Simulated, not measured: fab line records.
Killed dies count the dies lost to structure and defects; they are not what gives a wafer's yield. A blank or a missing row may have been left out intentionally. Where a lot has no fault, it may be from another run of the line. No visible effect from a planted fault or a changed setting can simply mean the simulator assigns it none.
Which tool did it? | flow sky130 | 13 lots, 39 wafers sampled, at 4 steps of a route of 708

== WHAT THE GAUGES SHOWED, per wafer ==
SKY_FIELD_ISO_CD_MEAS_13: target cd 150 nm.
lot  | measured    | on        | cd nm (nm)
L922 | day 2 06:09 | cd sem-01 | 151.1 152.6 151.9
L923 | day 2 14:49 | cd sem-01 | 148.9 149.2 148.3
L924 | day 2 17:16 | cd sem-02 | 150.3 149.2 148.9
L925 | day 2 21:53 | cd sem-01 | 151.2 149.0 149.7
L926 | day 3 05:14 | cd sem-02 | 147.8 146.8 146.1
L928 | day 3 13:15 | cd sem-01 | 149.7 148.8 152.4
L929 | day 3 21:39 | cd sem-02 | 150.2 151.2 149.7
L930 | day 4 01:20 | cd sem-02 | 149.1 147.2 149.7
L931 | day 4 07:20 | cd sem-02 | 151.4 151.6 151.2
L932 | day 4 10:05 | cd sem-01 | 146.7 148.0 148.3
L940 | day 6 03:33 | cd sem-01 | 150.0 150.2 149.7
L942 | day 6 13:01 | cd sem-01 | 152.0 151.4 151.8
L944 | day 7 03:08 | cd sem-01 | 149.3 150.6 149.5

SKY_PWDE_OVL_MEAS_07.
lot  | measured    | on         | PWDE_OVL (nm)
L922 | day 3 21:27 | overlay-01 | 0.2 0.8 -0.2
L923 | day 4 04:39 | overlay-01 | 0.0 0.0 0.3
L924 | day 4 07:59 | overlay-01 | -1.8 -0.5 -1.0
L925 | day 4 13:41 | overlay-01 | -0.7 0.1 0.0
L926 | day 4 23:20 | overlay-01 | -3.2 -2.0 -1.4
L928 | day 5 06:04 | overlay-01 | -0.2 0.9 -0.6
L929 | day 5 14:11 | overlay-02 | 0.1 -0.8 0.2
L930 | day 5 20:50 | overlay-02 | 0.1 -0.3 -1.1
L931 | day 6 05:08 | overlay-02 | 0.8 2.5 1.2
L932 | day 6 06:08 | overlay-01 | -1.4 0.9 0.6
L940 | day 8 09:29 | overlay-02 | -2.2 -1.1 -0.1
L942 | day 9 08:17 | overlay-02 | -2.5 -1.9 -1.3
L944 | day 9 18:42 | overlay-01 | -0.5 -0.4 -0.4

== TOOL THAT RAN EACH LOT (tool first, then ch and the chambers of the sampled wafers, then the start) ==
lot  | SKY_FIELD_ISO_ETCH_17           | SKY_FIELD_ISO_WET_ETCH_30
L922 | rie si-02 ch 0,2, day 2 06:28   | wet bench-04 ch 1, day 2 11:40
L923 | rie si-02 ch 0,3, day 2 15:08   | wet bench-01 ch 1, day 2 19:11
L924 | rie si-01 ch 0,1,2, day 2 17:35 | wet bench-01 ch 3, day 2 22:02
L925 | rie si-02 ch 0,1,3, day 2 22:11 | wet bench-04 ch 3, day 3 03:24
L926 | rie si-01 ch 1,2,3, day 3 05:32 | wet bench-04 ch 2, day 3 10:47
L928 | rie si-02 ch 0,1, day 3 13:32   | wet bench-03 ch 2, day 3 19:13
L929 | rie si-01 ch 0,1, day 3 21:57   | wet bench-03 ch 2, day 4 02:35
L930 | rie si-01 ch 0,1, day 4 01:38   | wet bench-03 ch 2, day 4 06:56
L931 | rie si-01 ch 0,2,3, day 4 07:37 | wet bench-04 ch 2, day 4 13:37
L932 | rie si-02 ch 0,1,3, day 4 10:24 | wet bench-03 ch 1, day 4 16:02
L940 | rie si-01 ch 0,2, day 6 03:52   | wet bench-03 ch 1, day 6 16:47
L942 | rie si-02 ch 0,1, day 6 13:22   | wet bench-01 ch 2, day 7 03:53
L944 | rie si-02 ch 2,3, day 7 03:27   | wet bench-03 ch 2, day 7 18:05
- SKY_FIELD_ISO_ETCH_17: etches Si in HBr/Cl2/O2, target depth 342 nm, time 97.7 s.
- SKY_FIELD_ISO_WET_ETCH_30: etches SiO2 in dHF, target depth 25 nm, time 50 s.

== WHAT THE TOOLS THEMSELVES READ (means of the sampled wafers that have a number; where no wafer has one, the mark that the record gives instead) ==
SKY_FIELD_ISO_ETCH_17.
lot  | tool      | HBr_flow_sccm (sccm) | chamber pressure mTorr (mTorr) | drypump motor current A (A) | oes product au (a.u.) | run length s (s) | throttle valve pct (%)
L922 | rie si-02 | 150.0                | 14.980                         | 6.1                         | 0.995                 | 126.41           | 25.660
L923 | rie si-02 | 150.5                | 15.012                         | 6.5                         | 1.007                 | 126.34           | 25.656
L924 | rie si-01 | 150.1                | 15.005                         | 6.1                         | 1.006                 | 126.55           | 25.649
L925 | rie si-02 | 150.3                | 14.995                         | 6.3                         | 1.004                 | 126.36           | 25.651
L926 | rie si-01 | 149.9                | 15.000                         | 5.9                         | 1.022                 | 126.62           | 25.652
L928 | rie si-02 | 150.3                | 15.004                         | 6.2                         | 1.013                 | 126.41           | 25.655
L929 | rie si-01 | 149.8                | 15.004                         | 6.6                         | 1.014                 | 126.52           | 25.647
L930 | rie si-01 | 150.7                | 15.016                         | 6.5                         | 1.012                 | 126.71           | 25.643
L931 | rie si-01 | 149.9                | 14.990                         | 5.9                         | 1.011                 | 126.36           | 25.654
L932 | rie si-02 | 150.0                | 15.002                         | 6.3                         | 1.010                 | 126.47           | 25.641
L940 | rie si-01 | 150.5                | 14.993                         | 6.1                         | 1.009                 | 126.55           | 25.641
L942 | rie si-02 | 150.2                | 15.003                         | 6.0                         | 1.013                 | 126.23           | 25.637
L944 | rie si-02 | 150.3                | 14.995                         | 6.4                         | 1.005                 | 126.46           | 25.658

SKY_FIELD_ISO_WET_ETCH_30.
lot  | tool         | run length s (s)
L922 | wet bench-04 | 74.8
L923 | wet bench-01 | 76.5
L924 | wet bench-01 | 74.8
L925 | wet bench-04 | 76.0
L926 | wet bench-04 | 76.0
L928 | wet bench-03 | 75.7
L929 | wet bench-03 | 77.5
L930 | wet bench-03 | 82.3
L931 | wet bench-04 | 75.9
L932 | wet bench-03 | 81.3
L940 | wet bench-03 | 74.3
L942 | wet bench-01 | 32.8
L944 | wet bench-03 | 82.6

== THE ANSWER, worked out from the rows above alone ==
Rule: the usual values come from the lots themselves. The widest of any qualifying gaps counts: lots, ordered by their means at a reading, are off when they make up no more than a third of the lots, leave a main group of 4 or more, and stand apart from it by 3 or more times the standard deviation of that group's means. A main group is skipped when, at the precision printed for the reading in the tables above, its means are all equal. Also off: a lot with no number at a reading for which 4 or more lots have one. The other lots that the step has rows for count as sound. Order of review: gauges by route order, followed by the tools' own readings, for which a lot's mean as printed above is used. At the first step where some lot is off, the reading lying furthest off is the one used; lots without a number count as furthest.
Off, at SKY_FIELD_ISO_WET_ETCH_30 on run length s: L942. Main group: mean 77.3 s, sd 2.9.
A tool fits if, at that step or a process step before it, it ran every lot that is off, and no sound lot after the first of them. One fits: SKY_FIELD_ISO_WET_ETCH_30 on wet bench-01. Its last sound lot is L924 (day 2 22:02), its first lot that is off L942 (day 7 03:53): a fault that began between those two fits.
On the lots that are off, the tool's own readings at SKY_FIELD_ISO_WET_ETCH_30 differ by more than 5 times the standard deviation of the sound lots' means, which bears it out; run length s reads 32.8 s there versus 77.3 s on the sound lots.

== WHAT HAD BEEN PUT IN BY THE SIMULATOR ==
wet bench-01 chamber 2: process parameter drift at SKY_FIELD_ISO_WET_ETCH_30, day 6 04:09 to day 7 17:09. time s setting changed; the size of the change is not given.
Shown lots that were struck: L942. The same result came from the rule above.
